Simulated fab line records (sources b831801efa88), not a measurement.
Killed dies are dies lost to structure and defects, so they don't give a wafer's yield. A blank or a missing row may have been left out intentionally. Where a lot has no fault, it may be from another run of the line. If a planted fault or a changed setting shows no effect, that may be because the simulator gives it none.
fab line records	flow gf180mcu
record: lots: 12	wafers: 36	lastDay: 34
route steps=602 shown HV_LDD@199 NSD@244 CONTACT@288
lots that met no fault: from a run of the same line without faults
startH: hours from the record's opening day to when the first of the lot's shown wafers began	waitH: hours since the lot's step before	" unchanged from the row above	L1.1+2: a single row standing in for several wafers	- value missing, or start not given	* or withheld: withheld	< > ~ a bound
route shown NAME@n: names a module that has steps shown in the file, with the first one's number in the route	usual: average and standard deviation across the fault-free wafers	same: alike in all rows	chamber/n: place in a boat	sites: the reading at each site	_std_site: the standard deviation of these	_edge_site: the outer-site mean with the inner-site mean subtracted	radiusMm: for every site, how far away it sits from the centre of the wafer	mask NAME#n: copy n	behind: tool/chamber where the wafer was last shaped	hold: reason for holding the lot/hours on hold/outcome of the hold	device: whichever transistor did not switch (one of n, p or np)	end of line: the route-end tests of the same wafers	a step given without rows: its recipe and nothing more	killed: dies lost to structure and defects at the first sort, not the wafer's yield	map: a wafer's dies, x killed, . not, _ none there
set.NAME: the run value of the setting; set.NAME@STEP: its run value at that earlier step	model.NAME: the simulator's own value behind a step, which no gauge read
the route's steps for a sample of lots (tables are steps, rows are wafers)
services: when a tool's chamber went out of use (startH, in hours from the record's first day, below 0 if earlier), for how many hours, and the reason
== steps ==
step: GF_HV_LDD_TW_MEAS_23
usual: HV_LDD_2_TW: 1055/5.5
lot.wafer	tool	chamber	startH	waitH	HV_LDD_2_TW
L396.1	filmMetro-03	-	237.89	0.1	1053
L396.3	"	-	"	"	1058
L396.4	"	-	"	"	1056
L397.2	filmMetro-04	-	245.33	0.1	1049
L397.3	"	-	"	"	1053
L397.4	"	-	"	"	1057
L399.2	filmMetro-04	-	263.40	0.1	1047
L399.3	"	-	"	"	1051
L399.5	"	-	"	"	1056
L400.1	filmMetro-04	-	270.22	0.1	1061
L400.4	"	-	"	"	1059
L400.6	"	-	"	"	1059
L403.1	filmMetro-01	-	297.64	0.1	1066
L403.2	"	-	"	"	1068
L403.3	"	-	"	"	1062
L407.3	filmMetro-03	-	322.86	0.1	1056
L407.4	"	-	"	"	1041
L407.6	"	-	"	"	1056
L408.2	filmMetro-01	-	328.44	0.1	1056
L408.3	"	-	"	"	1057
L408.6	"	-	"	"	1058
L412.1	filmMetro-01	-	359.79	0.1	1045
L412.2	"	-	"	"	1044
L412.6	"	-	"	"	1048
L413.2	filmMetro-04	-	365.90	0.1	1044
L413.4	"	-	"	"	1051
L413.5	"	-	"	"	1052
L414.1	filmMetro-04	-	373.93	0.1	1050
L414.4	"	-	"	"	1049
L414.5	"	-	"	"	1047
L415.4	filmMetro-01	-	386.21	0.1	1058
L415.5	"	-	"	"	1054
L415.6	"	-	"	"	1053
L417.4	filmMetro-04	-	395.22	0.1	1050
L417.5	"	-	"	"	1049
L417.6	"	-	"	"	1052
step: GF_HV_LDD_OVL_MEAS_47
usual: HV_LDD_03_OVL: 1.5/1.1
lot.wafer	tool	chamber	startH	waitH	HV_LDD_03_OVL[nm]
L396.1	overlay-01	-	276.65	0.1	1.8
L396.3	"	-	"	"	2.0
L396.4	"	-	"	"	2.2
L397.2	overlay-02	-	284.81	0.1	1.9
L397.3	"	-	"	"	1.4
L397.4	"	-	"	"	1.4
L399.2	overlay-01	-	304.79	0.1	2.4
L399.3	"	-	"	"	-1.0
L399.5	"	-	"	"	1.8
L400.1	overlay-01	-	310.18	0.1	0.0
L400.4	"	-	"	"	-0.7
L400.6	"	-	"	"	-0.7
L403.1	overlay-02	-	339.95	0.1	3.3
L403.2	"	-	"	"	3.8
L403.3	"	-	"	"	2.8
L407.3	overlay-02	-	367.00	0.1	0.3
L407.4	"	-	"	"	1.3
L407.6	"	-	"	"	1.6
L408.2	overlay-02	-	372.19	0.1	-0.2
L408.3	"	-	"	"	0.2
L408.6	"	-	"	"	0.7
L412.1	overlay-01	-	407.99	0.1	2.6
L412.2	"	-	"	"	3.0
L412.6	"	-	"	"	2.3
L413.2	overlay-02	-	412.81	0.1	2.0
L413.4	"	-	"	"	1.4
L413.5	"	-	"	"	2.1
L414.1	overlay-01	-	421.55	0.1	0.1
L414.4	"	-	"	"	2.1
L414.5	"	-	"	"	0.5
L415.4	overlay-01	-	434.37	0.1	1.0
L415.5	"	-	"	"	0.8
L415.6	"	-	"	"	-0.5
L417.4	overlay-01	-	443.92	0.1	-0.5
L417.5	"	-	"	"	1.3
L417.6	"	-	"	"	1.5
step: GF_NSD_IMPLANT_09
recipe: species: As	energyKev: 60	doseCm2: 4e+15	tiltDeg: 7
usual: doseIonsCm2: 4e+15/4.4e+12
lot.wafer	tool	chamber	startH	waitH	doseIonsCm2
L396.1	implanter-03	0	300.02	0.0	3.997e+15
L396.3	"	0	"	"	3.999e+15
L396.4	"	0	"	"	3.995e+15
L397.2	implanter-03	0	308.19	0.0	3.994e+15
L397.3	"	0	"	"	3.993e+15
L397.4	"	0	"	"	4.001e+15
L399.2	implanter-04	0	329.89	0.0	4.001e+15
L399.3	"	0	"	"	4.004e+15
L399.5	"	0	"	"	4.004e+15
L400.1	implanter-03	0	335.09	0.0	3.996e+15
L400.4	"	0	"	"	4e+15
L400.6	"	0	"	"	4.004e+15
L403.1	implanter-03	0	364.77	0.0	3.992e+15
L403.2	"	0	"	"	3.998e+15
L403.3	"	0	"	"	3.997e+15
L407.3	implanter-03	0	393.44	0.1	4.283e+15
L407.4	"	0	"	"	4.277e+15
L407.6	"	0	"	"	4.285e+15
L408.2	implanter-03	0	399.19	0.0	4.276e+15
L408.3	"	0	"	"	4.278e+15
L408.6	"	0	"	"	4.278e+15
L412.1	implanter-02	0	434.99	0.0	4.002e+15
L412.2	"	0	"	"	3.996e+15
L412.6	"	0	"	"	3.998e+15
L413.2	implanter-02	0	440.34	0.0	3.999e+15
L413.4	"	0	"	"	3.997e+15
L413.5	"	0	"	"	4.002e+15
L414.1	implanter-04	0	449.54	0.0	4.003e+15
L414.4	"	0	"	"	4.003e+15
L414.5	"	0	"	"	3.997e+15
L415.4	implanter-04	0	462.46	0.1	3.998e+15
L415.5	"	0	"	"	4.004e+15
L415.6	"	0	"	"	4.006e+15
L417.4	implanter-04	0	471.49	0.1	4.003e+15
L417.5	"	0	"	"	3.999e+15
L417.6	"	0	"	"	4.006e+15
step: GF_NSD_STRIP_11
recipe: chemistry: O2/N2	powerW: 1400	pressureMtorr: 1500	platenTempC: 250	o2FlowSccm: 3000	n2FlowSccm: 300	overashFraction: 0.5
usual: drypumpMotorCurrentA: 5.77/0.21	heaterPowerW: 334/31	oesProductAu: 0.487/0.0046	stripTimeToEndpointS: 22.95/0.039
lot.wafer	tool	chamber	startH	waitH	drypumpMotorCurrentA	heaterPowerW	oesProductAu	rfHoursCounterH	stripTimeToEndpointS
L396.1	plasmaAsher-03	1	300.32	0.1	5.64	360	0.486	62	22.96
L396.3	"	0	"	"	5.70	391	0.484	-	22.95
L396.4	"	1	"	"	5.65	369	0.483	-	22.98
L397.2	plasmaAsher-01	1	308.47	0.1	6.28	359	0.484	69	22.96
L397.3	"	1	"	"	6.28	355	0.486	-	22.90
L397.4	"	0	"	"	5.55	274	0.491	-	22.92
L399.2	plasmaAsher-02	0	330.17	0.1	5.67	322	0.490	22	22.98
L399.3	"	1	"	"	5.81	334	0.485	-	22.96
L399.5	"	1	"	"	5.86	331	0.491	-	22.97
L400.1	plasmaAsher-02	1	335.39	0.1	5.88	328	0.491	23	22.93
L400.4	"	1	"	"	5.80	340	0.491	-	22.95
L400.6	"	0	"	"	5.67	314	0.493	-	22.91
L403.1	plasmaAsher-02	1	365.07	0.1	5.86	330	0.489	26	22.89
L403.2	"	0	"	"	5.68	320	0.483	26	22.86
L403.3	"	0	"	"	5.67	312	0.486	-	22.91
L407.3	plasmaAsher-01	1	393.72	0.1	6.27	363	0.484	-	23.25
L407.4	"	0	"	"	5.53	283	0.490	-	23.25
L407.6	"	0	"	"	5.49	274	0.483	-	23.28
L408.2	plasmaAsher-01	1	399.46	0.1	6.27	355	0.476	79	23.22
L408.3	"	0	"	"	5.53	280	0.485	-	23.21
L408.6	"	0	"	"	5.55	278	0.482	-	23.23
L412.1	plasmaAsher-03	0	435.29	0.1	5.68	388	0.482	0	22.97
L412.2	"	1	"	"	5.65	362	0.489	0	22.94
L412.6	"	1	"	"	5.63	353	0.486	-	22.97
L413.2	plasmaAsher-03	0	440.61	0.1	5.71	381	0.495	1	22.97
L413.4	"	1	"	"	5.65	367	0.479	-	23.01
L413.5	"	1	"	"	5.63	362	0.487	-	23.01
L414.1	plasmaAsher-02	1	449.84	0.1	5.85	328	0.481	36	22.90
L414.4	"	0	"	"	5.68	314	0.487	-	22.96
L414.5	"	0	"	"	5.67	309	0.484	-	22.90
L415.4	plasmaAsher-02	0	462.72	0.1	5.67	317	0.490	-	22.98
L415.5	"	1	"	"	5.88	331	0.485	-	22.97
L415.6	"	0	"	"	5.69	318	0.486	-	23.00
L417.4	plasmaAsher-02	0	471.75	0.1	5.67	316	0.481	-	22.97
L417.5	"	0	"	"	5.69	316	0.480	-	22.90
L417.6	"	1	"	"	5.86	330	0.492	-	22.99
step: GF_PSD_RS_MEAS_14
recipe: thkMeasGauge: four-point-probe
usual: NSD_RS: 46.11/0.08
lot.wafer	tool	chamber	startH	waitH	NSD_RS[ohm/sq]
L396.1	filmMetro-04	-	321.59	0.1	46.17
L396.3	"	-	"	"	46.09
L396.4	"	-	"	"	46.09
L397.2	filmMetro-04	-	330.03	0.1	46.11
L397.3	"	-	"	"	46.28
L397.4	"	-	"	"	46.00
L399.2	filmMetro-02	-	352.03	0.1	46.05
L399.3	"	-	"	"	46.07
L399.5	"	-	"	"	46.22
L400.1	filmMetro-04	-	357.03	0.1	46.05
L400.4	"	-	"	"	46.15
L400.6	"	-	"	"	46.10
L403.1	filmMetro-02	-	388.86	0.1	46.17
L403.2	"	-	"	"	46.15
L403.3	"	-	"	"	46.15
L407.3	filmMetro-04	-	417.27	0.1	45.72
L407.4	"	-	"	"	45.79
L407.6	"	-	"	"	45.76
L408.2	filmMetro-01	-	423.23	0.1	45.85
L408.3	"	-	"	"	45.77
L408.6	"	-	"	"	45.76
L412.1	filmMetro-04	-	460.34	0.1	46.12
L412.2	"	-	"	"	46.12
L412.6	"	-	"	"	46.25
L413.2	filmMetro-01	-	465.38	0.1	45.96
L413.4	"	-	"	"	45.97
L413.5	"	-	"	"	46.04
L414.1	filmMetro-02	-	474.92	0.1	46.12
L414.4	"	-	"	"	45.93
L414.5	"	-	"	"	46.11
L415.4	filmMetro-02	-	487.62	0.1	46.08
L415.5	"	-	"	"	46.12
L415.6	"	-	"	"	46.15
L417.4	filmMetro-02	-	496.57	0.1	46.23
L417.5	"	-	"	"	46.20
L417.6	"	-	"	"	46.20
step: GF_CONTACT_THK_MEAS_01
recipe: reads: SiO2_of_CONTACT_CVD_00
usual: CONTACT_CVD_00_THK: 300/3.4
lot.wafer	tool	chamber	startH	waitH	CONTACT_CVD_00_THK[nm]
L396.1	filmMetro-01	-	344.08	0.0	309
L396.3	"	-	"	"	304
L396.4	"	-	"	"	305
L397.2	filmMetro-01	-	352.94	0.0	304
L397.3	"	-	"	"	303
L397.4	"	-	"	"	305
L399.2	filmMetro-03	-	375.54	0.0	301
L399.3	"	-	"	"	300
L399.5	"	-	"	"	302
L400.1	filmMetro-04	-	380.64	0.0	295
L400.4	"	-	"	"	299
L400.6	"	-	"	"	301
L403.1	filmMetro-03	-	412.43	0.0	299
L403.2	"	-	"	"	303
L403.3	"	-	"	"	304
L407.3	filmMetro-01	-	442.06	0.0	300
L407.4	"	-	"	"	304
L407.6	"	-	"	"	304
L408.2	filmMetro-03	-	449.10	0.1	300
L408.3	"	-	"	"	298
L408.6	"	-	"	"	300
L412.1	filmMetro-04	-	486.03	0.0	298
L412.2	"	-	"	"	303
L412.6	"	-	"	"	302
L413.2	filmMetro-04	-	491.13	0.0	295
L413.4	"	-	"	"	302
L413.5	"	-	"	"	304
L414.1	filmMetro-03	-	499.92	0.0	302
L414.4	"	-	"	"	301
L414.5	"	-	"	"	303
L415.4	filmMetro-01	-	512.19	0.0	300
L415.5	"	-	"	"	296
L415.6	"	-	"	"	302
L417.4	filmMetro-03	-	522.05	0.0	303
L417.5	"	-	"	"	305
L417.6	"	-	"	"	300
== services ==
tool	chamber	startH	hours	kind
plasmaAsher-03	-	283.32	1.3	repair
plasmaAsher-03	-	289.55	2.9	repair
implanter-04	-	294.57	2.8	pm
implanter-02	-	301.62	4.1	repair
plasmaAsher-02	-	310.85	2.8	pm
implanter-04	-	321.75	2.1	repair
plasmaAsher-03	-	339.36	3.4	repair
implanter-02	-	348.87	4.1	repair
plasmaAsher-03	-	357.17	2.8	pm
plasmaAsher-03	-	392.26	1.7	repair
plasmaAsher-03	-	393.72	7.6	repair
plasmaAsher-01	-	409.53	0.5	repair
plasmaAsher-03	-	421.25	9.0	pm
plasmaAsher-03	0	421.25	9.0	ventCycle
plasmaAsher-03	1	421.25	9.0	ventCycle
implanter-03	-	430.01	3.9	pm
plasmaAsher-03	0	430.25	-	clean
plasmaAsher-03	1	430.25	-	clean
plasmaAsher-03	-	457.43	9.3	repair
== key ==
firstSign: step: GF_NSD_IMPLANT_09	reading: doseIonsCm2	direction: up	sigmas: 63	usual: 4e+15	struck: 4.28e+15
effect: step: GF_NSD_STRIP_11	reading: stripTimeToEndpointS	direction: up	sigmas: 7.5	usual: *	struck: *
effect: step: GF_PSD_RS_MEAS_14	reading: NSD_RS	direction: down	sigmas: 4.2	usual: 46.11	struck: 45.77
metAt GF_NSD_IMPLANT_09
struckLots L407,L408
testerLeftOut L407,L408
notActingAt GF_HV_LDD_TW_MEAS_23,GF_HV_LDD_OVL_MEAS_47,GF_CONTACT_THK_MEAS_01
onsetBetween 364.77 393.44
fault: kind: processParameterDrift	tool: implanter-03	chamber: -	onsetH: 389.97	steps: GF_NSD_IMPLANT_09	channel: doseCm2	offset: 2.7971e+14	shape: step	endH: 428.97	actsIn: theseRecipesOnly	stated: 4e+15
testerLeftOut: of these lots the tester's yield and bins aren't shown, on N5 and GAA mostly nor the transistor test; their killed dies are dies lost to structure and defects alone, not to doping, threshold or leakage, so they don't give the yield
